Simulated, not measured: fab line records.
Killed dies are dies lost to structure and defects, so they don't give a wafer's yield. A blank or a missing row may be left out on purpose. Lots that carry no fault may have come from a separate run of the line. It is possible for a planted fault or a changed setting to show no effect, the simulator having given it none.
fab line records    flow gf180mcu
record: lots: 13  wafers: 39  lastDay: 34
route steps=602 shown MVSD@73 VT_IMPLANT@122 HV_LDD@196 SALICIDE@281
lots that met no fault: taken from a fault-free run of the same line
startH: hours from the record's opening day to when the first of the lot's shown wafers began    waitH: hours from the lot's prior step to this one    " repeats the value in the row above    L1.1+2: a single row standing in for several wafers    - no value, or no start given    * or withheld: withheld    < > ~ a bound
route shown NAME@n: a module of which the file shows steps, and the number in the route of the first    usual: mean/standard deviation of fault-free wafers    same: alike in all rows    chamber/n: place in a boat    sites: each site's reading    _std_site: their standard deviation    _edge_site: outer sites' mean less inner sites'    radiusMm: how far each site lies from the wafer's centre    mask NAME#n: copy n    behind: the last tool/chamber to shape the wafer    hold: why the lot went on hold/how many hours it stayed there/how the hold came to an end    device: which transistor (n, p or np) failed to switch    end of line: at the end of the route, the tests of the same wafers    a step given without rows: its recipe and nothing more    killed: the dies lost at the first sort to structure and to defects; this is not the yield of the wafer    map: a wafer's dies, marking killed ones x, the rest . and places with no die _
set.NAME: the run value of the setting; set.NAME@STEP: its run value at that earlier step    model.NAME: the simulator's own value behind a step, which no gauge read
the route's steps for a sample of lots (tables are steps, rows are wafers)
services: from which hour (startH, from the record's first day; less than 0 if before it) a tool's chamber was out of use, for how many hours, and why
== steps ==
step: GF_MVSD_OVL_MEAS_07
usual: MVSD_OVL: -0.1/1.4
lot.wafer  tool        chamber  startH  waitH  MVSD_OVL[nm]
L968.1     overlay-02  -        82.67   -      -1.4
L968.2     "           -        "       "      -0.6
L968.6     "           -        "       "      -0.8
L969.3     overlay-02  -        87.61   -      -0.3
L969.4     "           -        "       "      0.2
L969.6     "           -        "       "      1.8
L970.1     overlay-01  -        96.22   -      1.1
L970.4     "           -        "       "      -0.8
L970.5     "           -        "       "      -1.0
L971.2     overlay-01  -        100.82  -      1.3
L971.3     "           -        "       "      1.2
L971.5     "           -        "       "      0.0
L972.2     overlay-01  -        105.88  -      -1.9
L972.4     "           -        "       "      -2.1
L972.5     "           -        "       "      -1.5
L973.2     overlay-01  -        112.22  -      0.8
L973.4     "           -        "       "      1.8
L973.5     "           -        "       "      1.8
L974.2     overlay-01  -        115.67  -      1.6
L974.5     "           -        "       "      0.7
L974.6     "           -        "       "      0.7
L977.1     overlay-02  -        132.90  -      0.1
L977.2     "           -        "       "      0.8
L977.4     "           -        "       "      0.0
L980.3     overlay-02  -        151.14  -      2.0
L980.4     "           -        "       "      1.9
L980.6     "           -        "       "      -0.3
L988.3     overlay-01  -        200.49  -      1.3
L988.5     "           -        "       "      0.6
L988.6     "           -        "       "      -0.2
L989.2     overlay-02  -        210.88  -      -2.5
L989.4     "           -        "       "      0.2
L989.5     "           -        "       "      0.1
L990.2     overlay-02  -        211.23  -      -1.5
L990.4     "           -        "       "      -2.6
L990.6     "           -        "       "      -0.6
L991.2     overlay-01  -        216.03  -      -2.1
L991.3     "           -        "       "      -0.5
L991.6     "           -        "       "      -0.3
step: GF_VT_IMPLANT_TW_MEAS_32
usual: VT_IMPLANT_3_TW: 270.6/1.7
lot.wafer  tool          chamber  startH  waitH  VT_IMPLANT_3_TW
L968.1     filmMetro-02  -        141.16  0.1    269.5
L968.2     "             -        "       "      271.2
L968.6     "             -        "       "      271.1
L969.3     filmMetro-01  -        146.28  0.1    270.4
L969.4     "             -        "       "      271.0
L969.6     "             -        "       "      270.5
L970.1     filmMetro-01  -        155.11  0.1    270.5
L970.4     "             -        "       "      273.3
L970.5     "             -        "       "      271.7
L971.2     filmMetro-01  -        159.82  0.1    271.3
L971.3     "             -        "       "      271.3
L971.5     "             -        "       "      271.1
L972.2     filmMetro-01  -        165.03  0.1    270.8
L972.4     "             -        "       "      271.3
L972.5     "             -        "       "      272.1
L973.2     filmMetro-03  -        173.38  0.1    270.1
L973.4     "             -        "       "      270.0
L973.5     "             -        "       "      271.6
L974.2     filmMetro-01  -        178.38  0.1    270.9
L974.5     "             -        "       "      272.6
L974.6     "             -        "       "      272.7
L977.1     filmMetro-01  -        196.72  0.1    271.9
L977.2     "             -        "       "      272.4
L977.4     "             -        "       "      273.0
L980.3     filmMetro-03  -        218.69  0.1    268.8
L980.4     "             -        "       "      269.4
L980.6     "             -        "       "      270.4
L988.3     filmMetro-02  -        276.03  0.1    271.8
L988.5     "             -        "       "      272.0
L988.6     "             -        "       "      273.6
L989.2     filmMetro-03  -        287.06  0.1    268.3
L989.4     "             -        "       "      270.5
L989.5     "             -        "       "      268.5
L990.2     filmMetro-03  -        287.36  0.1    268.2
L990.4     "             -        "       "      269.7
L990.6     "             -        "       "      268.9
L991.2     filmMetro-01  -        292.46  0.1    274.1
L991.3     "             -        "       "      271.9
L991.6     "             -        "       "      273.1
step: GF_HV_LDD_OVL_MEAS_20
usual: HV_LDD_01_OVL: -0.9/1.2
lot.wafer  tool        chamber  startH  waitH  HV_LDD_01_OVL[nm]
L968.1     overlay-01  -        235.12  0.1    -1.4
L968.2     "           -        "       "      -1.3
L968.6     "           -        "       "      -0.3
L969.3     overlay-01  -        243.65  0.1    -2.2
L969.4     "           -        "       "      -2.1
L969.6     "           -        "       "      -3.5
L970.1     overlay-02  -        249.29  0.1    -2.0
L970.4     "           -        "       "      -1.7
L970.5     "           -        "       "      -1.4
L971.2     overlay-02  -        255.72  0.1    -1.4
L971.3     "           -        "       "      0.3
L971.5     "           -        "       "      0.4
L972.2     overlay-01  -        261.22  0.1    -2.3
L972.4     "           -        "       "      -2.9
L972.5     "           -        "       "      -0.3
L973.2     overlay-01  -        274.72  0.1    -2.1
L973.4     "           -        "       "      -0.4
L973.5     "           -        "       "      -0.1
L974.2     overlay-02  -        276.67  0.1    -2.6
L974.5     "           -        "       "      -0.2
L974.6     "           -        "       "      0.0
L977.1     overlay-02  -        301.42  0.1    -3.3
L977.2     "           -        "       "      -1.2
L977.4     "           -        "       "      -1.3
L980.3     overlay-02  -        324.55  0.1    -1.1
L980.4     "           -        "       "      -2.5
L980.6     "           -        "       "      -1.9
L988.3     overlay-02  -        390.40  0.1    -0.9
L988.5     "           -        "       "      0.2
L988.6     "           -        "       "      1.2
L990.2     overlay-01  -        403.92  0.1    0.3
L990.4     "           -        "       "      -1.2
L990.6     "           -        "       "      0.0
L989.2     overlay-02  -        404.57  0.1    1.3
L989.4     "           -        "       "      0.2
L989.5     "           -        "       "      1.7
L991.2     overlay-02  -        409.75  0.1    1.1
L991.3     "           -        "       "      -0.4
L991.6     "           -        "       "      -0.2
step: GF_SALICIDE_SPUTTER_03
recipe: material: TiN  targetThkNm: 20  powerW: 6500  timeS: 16.7  chamberPressurePa: 0.4
usual: throttleValvePct: 30.3/0.67
lot.wafer  tool           chamber  startH  waitH  throttleValvePct
L968.1     pvdSputter-02  -        338.87  0.0    30.4
L968.2     "              -        "       "      29.6
L968.6     "              -        "       "      29.7
L969.3     pvdSputter-01  -        349.61  0.0    30.6
L969.4     "              -        "       "      29.9
L969.6     "              -        "       "      29.6
L970.1     pvdSputter-01  -        355.79  0.0    31.9
L970.4     "              -        "       "      30.3
L970.5     "              -        "       "      29.8
L971.2     pvdSputter-02  -        363.37  0.0    29.8
L971.3     "              -        "       "      29.8
L971.5     "              -        "       "      29.6
L972.2     pvdSputter-02  -        369.24  0.0    29.9
L972.4     "              -        "       "      30.0
L972.5     "              -        "       "      29.7
L973.2     pvdSputter-01  -        387.73  0.0    31.9
L973.4     "              -        "       "      30.4
L973.5     "              -        "       "      29.5
L974.2     pvdSputter-02  -        388.03  0.0    29.7
L974.5     "              -        "       "      29.8
L974.6     "              -        "       "      29.7
L977.1     pvdSputter-02  -        416.12  0.0    29.9
L977.2     "              -        "       "      30.3
L977.4     "              -        "       "      29.5
L980.3     pvdSputter-02  -        443.39  0.0    30.3
L980.4     "              -        "       "      29.8
L980.6     "              -        "       "      29.8
L988.3     pvdSputter-03  -        515.76  0.0    30.1
L988.5     "              -        "       "      31.1
L988.6     "              -        "       "      31.2
L990.2     pvdSputter-03  -        528.81  0.0    30.1
L990.4     "              -        "       "      31.2
L990.6     "              -        "       "      29.9
L989.2     pvdSputter-01  -        529.32  0.0    30.7
L989.4     "              -        "       "      31.9
L989.5     "              -        "       "      30.5
L991.2     pvdSputter-01  -        534.14  0.0    30.3
L991.3     "              -        "       "      30.3
L991.6     "              -        "       "      30.6
step: GF_SALICIDE_THK_MEAS_05
recipe: thkMeasGauge: xrf  reads: TiN_of_SALICIDE_SPUTTER_03
usual: SALICIDE_TIN_THK: 20.0/0.4
lot.wafer  tool          chamber  startH  waitH  SALICIDE_TIN_THK[nm]
L968.1     filmMetro-04  -        339.01  0.1    19.3
L968.2     "             -        "       "      19.3
L968.6     "             -        "       "      19.5
L969.3     filmMetro-02  -        349.78  0.1    20.1
L969.4     "             -        "       "      20.2
L969.6     "             -        "       "      20.2
L970.1     filmMetro-02  -        355.93  0.1    20.3
L970.4     "             -        "       "      20.2
L970.5     "             -        "       "      20.5
L971.2     filmMetro-04  -        363.52  0.1    19.6
L971.3     "             -        "       "      19.9
L971.5     "             -        "       "      20.0
L972.2     filmMetro-03  -        369.39  0.1    19.7
L972.4     "             -        "       "      19.6
L972.5     "             -        "       "      19.7
L973.2     filmMetro-02  -        387.89  0.1    20.4
L973.4     "             -        "       "      20.0
L973.5     "             -        "       "      20.5
L974.2     filmMetro-03  -        388.19  0.1    20.1
L974.5     "             -        "       "      20.1
L974.6     "             -        "       "      20.3
L977.1     filmMetro-02  -        416.26  0.1    20.2
L977.2     "             -        "       "      20.2
L977.4     "             -        "       "      19.8
L980.3     filmMetro-04  -        443.56  0.1    19.5
L980.4     "             -        "       "      17.9
L980.6     "             -        "       "      18.0
L988.3     filmMetro-04  -        515.93  0.1    20.4
L988.5     "             -        "       "      19.8
L988.6     "             -        "       "      20.3
L990.2     filmMetro-03  -        528.97  0.1    20.3
L990.4     "             -        "       "      20.3
L990.6     "             -        "       "      19.9
L989.2     filmMetro-04  -        529.47  0.1    19.7
L989.4     "             -        "       "      19.4
L989.5     "             -        "       "      19.0
L991.2     filmMetro-02  -        534.30  0.1    20.5
L991.3     "             -        "       "      19.9
L991.6     "             -        "       "      20.6
== services ==
tool           chamber  startH  hours  kind
pvdSputter-02  -        334.84  2.3    repair
pvdSputter-03  3        363.99  -      consumableReplace:kit
pvdSputter-03  3        363.99  18.0   scheduledDown
pvdSputter-03  3        363.99  18.0   ventCycle
pvdSputter-02  -        388.29  3.1    repair
pvdSputter-03  -        393.02  6.3    repair
pvdSputter-01  2        394.52  -      consumableReplace:kit
pvdSputter-01  2        394.52  18.0   scheduledDown
pvdSputter-01  2        394.52  18.0   ventCycle
pvdSputter-01  -        397.54  0.9    repair
pvdSputter-01  -        409.29  2.7    repair
pvdSputter-01  -        418.08  5.4    repair
pvdSputter-01  -        448.51  6.1    repair
pvdSputter-03  -        476.91  1.3    repair
pvdSputter-02  2        523.33  -      consumableReplace:kit
pvdSputter-02  2        523.33  18.0   scheduledDown
pvdSputter-02  2        523.33  18.0   ventCycle
== key ==
firstSign: step: GF_SALICIDE_THK_MEAS_05  reading: SALICIDE_TIN_THK  direction: down  sigmas: 5.2  usual: 20.0  struck: 18.0
effect none on later readings
metAt GF_SALICIDE_SPUTTER_03
struckLots L980
struckWafers L980.4,L980.6
testerLeftOut L980
notActingAt GF_MVSD_OVL_MEAS_07,GF_VT_IMPLANT_TW_MEAS_32,GF_HV_LDD_OVL_MEAS_20
onsetBetween 416.12 443.39
fault: kind: processParameterDrift  tool: pvdSputter-02  chamber: -  onsetH: 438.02  steps: GF_SALICIDE_SPUTTER_03  channel: timeS  offset: *  shape: step  endH: 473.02  scope: struckWafersOnly  actsIn: *  stated: *
testerLeftOut: of these lots the tester's yield and bins aren't shown, on N5 and GAA mostly nor the transistor test; their killed dies are dies lost to structure and defects alone, not to doping, threshold or leakage, so they don't give the yield
